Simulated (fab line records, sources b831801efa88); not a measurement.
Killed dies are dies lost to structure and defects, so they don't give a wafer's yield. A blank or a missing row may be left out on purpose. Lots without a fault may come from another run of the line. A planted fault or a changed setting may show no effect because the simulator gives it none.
A struck lot beside a sound one | flow sky130 | 31 steps out of a route of 708
Sound: wafers L315.3, L315.4, L315.5. Struck: wafers L318.2, L318.4, L318.5. The cause comes at the end.
At each step with rows: each side's tool, then ch and its chambers, then its first start. Under that, the readings that differ: sound wafers | struck wafers | difference of the means | sigmas: that difference in standard deviations of wafers without a fault.
alike: readings whose means differ by less than 2 such deviations, and words and numbers that are the same on both sides. not compared: withheld readings, readings that some wafer has no value for, bounds like >300 that may hide the same value, and numbers for which the record gives no deviation and whose values overlap.
The two part at a step that has a row with sigmas, a row that says differs or no value, or rows on one side only. Numbers that don't overlap but have no deviation are shown without sigmas and don't part them. A reading that every wafer of one side lacks parts them only if that side has two wafers or more.

first, 1 step without rows for these wafers: SKY_PWDE_IMPLANT_08.
SKY_PWDE_STRIP_09: strips in O2/N2.
  sound on plasma_asher-04 ch 0,1, day 4 05:54; struck on plasma_asher-04 ch 0,1, day 5 00:04
  reading                      | sound             | struck            | difference | sigmas
  strip_time_to_endpoint_s (s) | 37.08 37.20 37.09 | 36.71 36.90 36.88 | -0.29      | -2
  alike: drypump_motor_current_A, oes_product_au
  not compared: rf_hours_counter_h
SKY_PWDE_TW_MEAS_10:
  sound on film_metro-02, day 4 05:59; struck on film_metro-03, day 5 00:10
  reading | sound       | struck      | difference | sigmas
  PWDE_TW | 379 379 379 | 372 371 370 | -8         | -2
then, 7 steps without rows for these wafers: SKY_NWELL_DEHYDRATE_03 (time 60 s); SKY_NWELL_HMDS_04 (prime time 60 s); SKY_NWELL_COAT_05 (resist thk 3000 nm); SKY_NWELL_SOFTBAKE_06; SKY_NWELL_EXPOSE_07 (exposes mask NWM, target cd 840 nm); SKY_NWELL_PEB_08; SKY_NWELL_DEVELOP_09 (develop time 60 s).
SKY_NWELL_OVL_MEAS_10:
  sound on overlay-02, day 4 22:51; struck on overlay-02, day 5 17:09
  alike: NWELL_00_OVL
then, 1 step without rows for these wafers: SKY_NWELL_IMPLANT_11.
SKY_NWELL_IMPLANT_12:
  sound on implanter-04 ch 0, day 4 23:05; struck on implanter-04 ch 0, day 5 17:21
  reading            | sound            | struck            | difference | sigmas
  beam_on_s (s)      | 10.21 9.99 10.03 | 12.10 12.43 12.61 | +2.30      | +12
  faraday_current_uA | 7.17 7.34 7.33   | 6.04 5.86 5.80    | -1.38      | -10
  alike: beam_energy_keV, end_station_pressure_torr
then, 1 step without rows for these wafers: SKY_NWELL_IMPLANT_13.
SKY_NWELL_STRIP_14: strips in O2/N2.
  sound on plasma_asher-04 ch 0,1, day 4 23:22; struck on plasma_asher-02 ch 0,1, day 5 17:38
  alike: drypump_motor_current_A, oes_product_au, strip_time_to_endpoint_s
  not compared: rf_hours_counter_h
SKY_NWELL_TW_MEAS_15:
  sound on film_metro-02, day 4 23:27; struck on film_metro-03, day 5 17:44
  reading  | sound          | struck         | difference | sigmas
  NWELL_TW | 1842 1841 1841 | 1810 1808 1808 | -33        | -2
then, 7 steps without rows for these wafers: SKY_NWELL_DEHYDRATE_16 (time 60 s); SKY_NWELL_HMDS_17 (prime time 60 s); SKY_NWELL_COAT_18 (resist thk 3000 nm); SKY_NWELL_SOFTBAKE_19; SKY_NWELL_EXPOSE_20 (exposes mask NWM COMPLEMENT, target cd 840 nm); SKY_NWELL_PEB_21; SKY_NWELL_DEVELOP_22 (develop time 60 s).
SKY_NWELL_OVL_MEAS_23:
  sound on overlay-02, day 5 16:29; struck on overlay-02, day 6 12:09
  alike: NWELL_01_OVL
then, 1 step without rows for these wafers: SKY_NWELL_IMPLANT_24.
SKY_NWELL_STRIP_25: strips in O2/N2.
  sound on plasma_asher-04 ch 0,1, day 5 16:41; struck on plasma_asher-02 ch 0,1, day 6 12:27
  reading               | sound             | struck            | difference | sigmas
  oes_product_au (a.u.) | 0.719 0.711 0.720 | 0.721 0.730 0.729 | +0.010     | +2
  alike: drypump_motor_current_A, strip_time_to_endpoint_s
  not compared: rf_hours_counter_h
SKY_NWELL_TW_MEAS_26:
  sound on film_metro-04, day 5 16:47; struck on film_metro-04, day 6 12:34
  alike: NWELL_2_TW
then, 1 step without rows for these wafers: SKY_NWELL_CLEAN_27 (cleans in SC1/SC2, time 150 s).
SKY_NWELL_RTA_28: time 30 s.
  sound on rtp_anneal-01 ch 0, day 5 16:54; struck on rtp_anneal-02 ch 0, day 6 12:40
  alike: anneal_temp_c_max, lamp_power_pct, wafer_temp_C_max
SKY_NWELL_RS_MEAS_29: measures by four-point-probe.
  sound on film_metro-04, day 5 17:01; struck on film_metro-02, day 6 12:47
  reading           | sound             | struck            | difference | sigmas
  NWELL_RS (ohm/sq) | 624.3 624.9 625.4 | 618.4 617.2 617.6 | -7.1       | -4
-- the record jumps here: 41 days lie between the struck wafers' starts before and after (it left off in module NWELL and takes up again in module PAD_OPEN, whose first step shown is number 708 of the route) --
SKY_PAD_OPEN_PROBE_99:
  sound on prober-02, day 46 08:15; struck on prober-01, day 47 05:10
  reading                                   | sound                        | struck                        | difference | sigmas
  model.etest.nfet_16v.r_on_ohm_um          | 1.445e+04 1.44e+04 1.438e+04 | 1.372e+04 1.372e+04 1.389e+04 | -6.333e+02 |
  model.etest.pfet_g5v0d10v5.r_on_ohm_um    | 4811 4824 4732               | 4859 4872 4926                | +97        |
  model.etest.tip_p_5v.rs_ohm_sq            | 2864 2879 2866               | 2945 2937 2931                | +68        |
  model.etest.pfet_g5v0d10v5.drive_ua_um    | 337.2 338.4 341.6            | 335.4 330.1 329               | -7.6       |
  model.etest.pfet_01v8_lvt.drive_ua_um     | 175 172.3 176.4              | 168.8 166.6 168.2             | -6.7       |
  model.etest.pfet_01v8_lvt.off_log10_a_um  | -8.917 -8.903 -8.949         | -9.745 -9.813 -9.621          | -0.803     |
  model.etest.pfet_g5v0d10v5.off_log10_a_um | -12.47 -12.38 -12.23         | -13.45 -13.42 -13.6           | -1.13      |
  model.etest.pfet_g5v0d10v5.vt_sat_v (V)   | -0.6225 -0.6104 -0.602       | -0.7341 -0.7714 -0.7609       | -0.1438    |
  alike: killed_at_M0_to_M3, killed_at_M4_up, killed_at_contacts, killed_at_front_end, killed_at_other, killed_dies, killed_open, killed_short

WHERE THEY PART
First at SKY_PWDE_STRIP_09; last, within this record, at SKY_NWELL_RS_MEAS_29. Later steps at which nothing parts them and some readings are alike: SKY_PAD_OPEN_PROBE_99.

WHY: what the simulator had put in
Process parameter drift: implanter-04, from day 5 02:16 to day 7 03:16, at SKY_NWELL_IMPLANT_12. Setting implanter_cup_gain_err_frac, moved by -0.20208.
